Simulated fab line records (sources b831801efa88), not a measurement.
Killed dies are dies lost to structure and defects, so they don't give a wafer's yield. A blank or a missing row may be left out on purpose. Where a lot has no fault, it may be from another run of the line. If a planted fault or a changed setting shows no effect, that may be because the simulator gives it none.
Which tool did it? / flow sky130 / 6 lots, 18 wafers sampled, at 2 steps of a route of 708

## WHAT EACH GAUGE READ, for each wafer
SKY_NWELL_OVL_MEAS_10.
lot=L704; measured=day 5 01:11; on=overlay-02; NWELL_00_OVL (nm)=-2.5 -0.5 -0.8
lot=L708; measured=day 6 02:47; on=overlay-02; NWELL_00_OVL (nm)=-2.0 -2.7 -1.1
lot=L712; measured=day 6 22:54; on=overlay-01; NWELL_00_OVL (nm)=0.2 1.4 -0.3
lot=L714; measured=day 7 12:35; on=overlay-01; NWELL_00_OVL (nm)=1.1 0.0 1.2
lot=L716; measured=day 8 00:30; on=overlay-01; NWELL_00_OVL (nm)=-1.0 -0.4 0.4
lot=L723; measured=day 9 20:36; on=overlay-01; NWELL_00_OVL (nm)=0.7 -0.7 1.4

## EACH LOT AND THE TOOL THAT RAN IT (in order: tool; ch and the chambers of the sampled wafers; start)
lot=L704; SKY_NWELL_EXPOSE_07=iline-stepper-02 ch 0, day 4 16:33
lot=L708; SKY_NWELL_EXPOSE_07=iline-stepper-02 ch 0, day 5 18:25
lot=L712; SKY_NWELL_EXPOSE_07=iline-stepper-02 ch 0, day 6 13:42
lot=L714; SKY_NWELL_EXPOSE_07=iline-stepper-01 ch 0, day 7 02:58
lot=L716; SKY_NWELL_EXPOSE_07=iline-stepper-02 ch 0, day 7 14:32
lot=L723; SKY_NWELL_EXPOSE_07=iline-stepper-01 ch 0, day 9 10:05
- SKY_NWELL_EXPOSE_07: exposes mask NWM, target cd 840 nm.

## THE ANSWER, worked out from the rows above alone
Rule: the usual values come from the lots themselves. Put in order of their means at a reading, lots are off if they are a third of the lots or fewer, leave a main group of 4 or more, and stand apart from it by a gap of 3 or more times the standard deviation of the main group's means; of several such gaps the widest counts. A main group whose means are all the same, to the digits that the tables above print for the reading, isn't used. A lot without any number at a reading at which 4 lots or more have one is off too. The other lots that the step has rows for count as sound.
None of the lots is off at any reading shown; this tells nothing.

## WHAT THE SIMULATOR HAD INSERTED
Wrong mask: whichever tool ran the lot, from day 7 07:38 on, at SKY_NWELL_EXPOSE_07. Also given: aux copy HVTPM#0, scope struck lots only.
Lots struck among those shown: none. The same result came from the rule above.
